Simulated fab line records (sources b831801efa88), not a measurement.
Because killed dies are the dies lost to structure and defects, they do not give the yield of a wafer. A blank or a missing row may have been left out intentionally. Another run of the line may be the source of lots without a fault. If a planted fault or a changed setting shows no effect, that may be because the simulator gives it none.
Problem report, 8D (eight disciplines) form, completed by code + flow gf180mcu + the parts of the form that need people (team, actions taken, sign-off) are left out

## 1. WHAT WENT WRONG
V5_W_RS at GF_V5_RS_MEAS_24 reads a mean of 0.301 ohm/sq on 4 wafers of 2 lots; wafers without a fault read 0.329 ohm/sq with a standard deviation of 0.004. That is -6.9 standard deviations from the usual mean.
The step: measures by four-point-probe.
Earliest sighting: wafer L139.6 on film_metro-02 at day 32 06:35. At this step, 33 wafers from 11 lots have a number in the record. Rule for "out" (also "out of limits"): further than 4 standard deviations from the usual mean. The other wafers with a number count as sound.

## 2. WHAT IT IS, WHAT IT ISN'T
| question                    | is                             | is not                                                              |
|-----------------------------|--------------------------------|---------------------------------------------------------------------|
| which readings at this step | V5_W_RS                        | -                                                                   |
| which lots                  | L139, L141                     | L123, L124, L125, L126, L129, L130, L131, L132, L145                |
| which wafers of those lots  | L139.6, L141.1, L141.2, L141.3 | L139.4, L139.5                                                      |
| read on which gauges        | film_metro-02, film_metro-04   | film_metro-03                                                       |
| when                        | from day 32 06:35              | up to then (26 sound wafers); but 3 sound wafers of L145 came after |

## 3. WHAT RULES OUT EACH SUSPECT
Counting: any tool at a process step up to the reading remains a suspect provided it ran every lot that is out. Sound lots after the first of them don't rule it out here, since some wafers of a struck lot are sound.
- the gauge at GF_V5_RS_MEAS_24 has been ruled out. The wafers that are out were read on 2 gauges (film_metro-02, film_metro-04).
- pvd_sputter-02 at GF_MIM_SPUTTER_07 (material TiN, target thk 60 nm, time 50 s): kept. It processed each lot that is out (first: L139, day 29 22:01); up to then, its last sound lot is L130 (day 26 16:52).
- rie_diel-01 at GF_V5_ETCH_16 (etches BARC in N2/H2): kept. It processed each lot that is out (first: L139, day 32 05:35); up to then, its last sound lot is L131 (day 29 14:58).
- cvd_w-01 at GF_V5_CVD_23 (deposits W, target thk 350 nm, time 104.9 s): kept. It processed each lot that is out (first: L139, day 32 06:27); up to then, its last sound lot is L130 (day 29 05:22).
- At GF_V5_CVD_23 on cvd_w-01, chamber 0 took the sound wafers of the same lots and chamber 1 took the wafers that are out.
Still standing after the count: pvd_sputter-02 at GF_MIM_SPUTTER_07, rie_diel-01 at GF_V5_ETCH_16, cvd_w-01 at GF_V5_CVD_23.

## 4. THE CAUSE (what the simulator had put in)
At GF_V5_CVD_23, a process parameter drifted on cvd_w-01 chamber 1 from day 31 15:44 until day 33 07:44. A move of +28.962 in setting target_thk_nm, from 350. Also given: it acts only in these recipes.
Counting leaves 3 suspects; this tool is one of them.

## 5. THE EFFECT CHAIN, in route order
One row per reading whose mean, taken over the struck wafers that have a number, lies over 3 standard deviations from the usual. Readings are gone through only where the record gives a usual standard deviation; hours: the median, over the lots, of the time from a lot's start at the first step in this table giving one to that lot's start at this step; sigmas: the change measured in usual standard deviations.
| hours | step              | reading  | usual        | on struck wafers | change | sigmas |
|-------|-------------------|----------|--------------|------------------|--------|--------|
| 0     | GF_V5_RS_MEAS_24  | V5_W_RS  | 0.329 ohm/sq | 0.301            | -0.028 | -6.9   |
| 0     | GF_V5_THK_MEAS_25 | V5_W_THK | 348 nm       | 378              | +30    | +4.0   |

## 6. WHAT WOULD HAVE CAUGHT IT SOONER
The first out-of-limits reading at a measuring or inspecting step in this record came at day 32 06:35, 15 hours after the fault's start at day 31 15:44.
No tool reading at GF_V5_CVD_23 that has a usual standard deviation in the record was out on any struck wafer, so an alarm limit of 4 standard deviations on those readings would not have fired.
Of the lots that are out (2), L141 began GF_V5_CVD_23 on cvd_w-01 after day 32 06:35. A hold on the tool at that time would have spared it.
